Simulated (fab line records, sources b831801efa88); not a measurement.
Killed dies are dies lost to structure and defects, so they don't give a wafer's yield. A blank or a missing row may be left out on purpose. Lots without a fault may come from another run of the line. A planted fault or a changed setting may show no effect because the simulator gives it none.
Which tool did it? | flow sky130 | 12 lots, 36 wafers sampled, at 4 steps of a route of 708

WHAT THE GAUGES READ, wafer by wafer
SKY_NWELL_TW_MEAS_15. Usual: NWELL_TW 1816, standard deviation 12.
lot  | measured     | on            | NWELL_TW       | flag
L213 | day 4 14:20  | film_metro-04 | 1818 1813 1811 |
L214 | day 4 20:24  | film_metro-04 | 1815 1815 1807 |
L215 | day 4 20:50  | film_metro-03 | 1807 1806 1784 |
L216 | day 5 04:03  | film_metro-02 | 1810 1810 1804 |
L220 | day 6 12:21  | film_metro-04 | 1817 1817 1826 |
L221 | day 6 15:22  | film_metro-03 | 1807 1804 1805 |
L225 | day 7 14:17  | film_metro-03 | 1810 1826 1822 |
L227 | day 7 23:16  | film_metro-02 | 1803 1805 1794 |
L229 | day 8 10:58  | film_metro-03 | 1807 1801 1803 |
L234 | day 9 19:50  | film_metro-04 | 1835 1843 1829 |
L235 | day 9 23:13  | film_metro-03 | 1812 1813 1815 |
L236 | day 10 05:05 | film_metro-04 | 1817 1824 1821 |

SKY_VT_ADJUST_HVTR_TW_MEAS_11. Usual: VT_ADJUST_HVTR_TW 210.8, standard deviation 1.2.
lot  | measured     | on            | VT_ADJUST_HVTR_TW | flag
L213 | day 9 13:05  | film_metro-04 | 213.1 212.4 212.7 |
L214 | day 9 20:26  | film_metro-04 | 213.1 211.7 212.3 |
L215 | day 9 20:28  | film_metro-02 | 210.8 209.5 210.5 |
L216 | day 10 05:31 | film_metro-02 | 210.0 210.6 209.9 |
L220 | day 11 22:44 | film_metro-02 | 211.1 209.6 211.4 |
L221 | day 12 01:47 | film_metro-03 | 208.9 208.6 209.4 |
L225 | day 13 06:51 | film_metro-02 | 224.9 224.8 225.0 | OFF
L227 | day 13 16:38 | film_metro-04 | 226.6 227.4 225.7 | OFF
L229 | day 14 08:08 | film_metro-04 | 212.6 212.7 213.5 |
L234 | day 16 02:16 | film_metro-03 | 210.3 209.2 208.9 |
L235 | day 16 07:15 | film_metro-03 | 209.1 209.7 209.1 |
L236 | day 16 14:43 | film_metro-02 | 210.2 211.4 210.5 |

SKY_LDD_HVN_TW_MEAS_10. Usual: LDD_HVN_TW 1440, standard deviation 12.
lot  | measured     | on            | LDD_HVN_TW     | flag
L213 | day 20 07:14 | film_metro-03 | 1428 1420 1425 |
L214 | day 20 15:03 | film_metro-03 | 1420 1420 1424 |
L215 | day 20 16:05 | film_metro-03 | 1421 1417 1420 |
L216 | day 21 09:50 | film_metro-04 | 1448 1438 1444 |
L220 | day 23 08:38 | film_metro-04 | 1443 1440 1440 |
L221 | day 23 14:50 | film_metro-03 | 1412 1420 1422 |
L225 | day 24 21:30 | film_metro-01 | 1447 1440 1450 |
L227 | day 25 07:28 | film_metro-04 | 1447 1445 1448 |
L229 | day 26 00:44 | film_metro-01 | 1444 1440 1436 |
L234 | day 28 09:27 | film_metro-04 | 1462 1456 1453 |
L235 | day 28 10:29 | film_metro-04 | 1453 1447 1457 |
L236 | day 28 13:17 | film_metro-03 | 1427 1424 1426 |

WHICH TOOL RAN EACH LOT (tool, then ch and the chambers of the sampled wafers, then the start)
lot  | SKY_VT_ADJUST_HVTR_IMPLANT_09
L213 | implanter-01 ch 0, day 9 12:50
L214 | implanter-03 ch 0, day 9 20:13
L215 | implanter-01 ch 0, day 9 20:14
L216 | implanter-02 ch 0, day 10 05:17
L220 | implanter-02 ch 0, day 11 22:31
L221 | implanter-01 ch 0, day 12 01:32
L225 | implanter-01 ch 0, day 13 06:38
L227 | implanter-01 ch 0, day 13 16:23
L229 | implanter-02 ch 0, day 14 07:55
L234 | implanter-03 ch 0, day 16 02:02
L235 | implanter-03 ch 0, day 16 07:00
L236 | implanter-02 ch 0, day 16 14:29
- SKY_VT_ADJUST_HVTR_IMPLANT_09

WHAT THE TOOLS THEMSELVES READ (means of the sampled wafers that have a number; where no wafer has one, the mark that the record gives instead)
SKY_VT_ADJUST_HVTR_IMPLANT_09. Usual: beam_on_s 10.01 s, standard deviation 0.21; end_station_pressure_torr 4.98e-06 Torr, standard deviation 2.7e-07; faraday_current_uA 11.83, standard deviation 0.24.
lot  | tool         | beam_on_s (s) | end_station_pressure_torr (Torr) | faraday_current_uA | flag
L213 | implanter-01 | 9.96          | 4.97e-06                         | 11.91              |
L214 | implanter-03 | 9.98          | 5.39e-06                         | 11.88              |
L215 | implanter-01 | 9.90          | 5.19e-06                         | 11.91              |
L216 | implanter-02 | 10.07         | 5.09e-06                         | 11.76              |
L220 | implanter-02 | 10.02         | 4.95e-06                         | 11.81              |
L221 | implanter-01 | 10.03         | 4.77e-06                         | 11.83              |
L225 | implanter-01 | 12.66         | 1.08e-04                         | 9.46               | OFF
L227 | implanter-01 | 12.64         | 1.17e-04                         | 9.46               | OFF
L229 | implanter-02 | 9.94          | 5.03e-06                         | 11.89              |
L234 | implanter-03 | 10.17         | 5.06e-06                         | 11.62              |
L235 | implanter-03 | 10.14         | 4.90e-06                         | 11.71              |
L236 | implanter-02 | 10.19         | 5.31e-06                         | 11.62              |

THE ANSWER, worked out from the rows above alone
Rule: a lot is off if the mean of its wafers that have a number lies more than 3 standard deviations from the usual mean. A lot without any number at a reading at which 4 lots or more have one is off too. The other lots that the step has rows for count as sound. The gauges are gone through in route order, then the tools' own readings, and for those a lot's mean is taken as printed above. The first step at which some lot is off is used, and at that step the reading that is off furthest; a lot without a number counts as furthest.
Off: L225, L227, at SKY_VT_ADJUST_HVTR_TW_MEAS_11 (VT_ADJUST_HVTR_TW).
A tool fits if, at a process step before that reading, it ran every lot that is off, and no sound lot after the first of them. The gauges at SKY_VT_ADJUST_HVTR_TW_MEAS_11 aren't tried: what is off there is off at SKY_VT_ADJUST_HVTR_IMPLANT_09 too, on other tools, and a gauge's error can't cause that. One fits: implanter-01 at SKY_VT_ADJUST_HVTR_IMPLANT_09. Its last sound lot is L221 (day 12 01:32), its first lot that is off L225 (day 13 06:38): a fault that began between those two fits.
The tool's own readings at SKY_VT_ADJUST_HVTR_IMPLANT_09 bear it out: on the lots that are off they differ by more than 5 times the standard deviation of the sound lots' means. beam_on_s reads 12.65 s there against 10.04 s on the sound lots; end_station_pressure_torr reads 1.12e-04 Torr there against 5.07e-06 Torr on the sound lots; faraday_current_uA reads 9.46 there against 11.79 on the sound lots.

WHAT THE SIMULATOR HAD PUT IN
Process parameter drift: implanter-01, from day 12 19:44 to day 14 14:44, at SKY_VT_ADJUST_HVTR_IMPLANT_09. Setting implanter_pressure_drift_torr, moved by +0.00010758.
Process parameter drift: implanter-01, from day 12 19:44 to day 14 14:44, at SKY_VT_ADJUST_HVTR_IMPLANT_09. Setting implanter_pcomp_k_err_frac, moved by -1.
Lots struck among those shown: L225, L227. The rule above found the same.
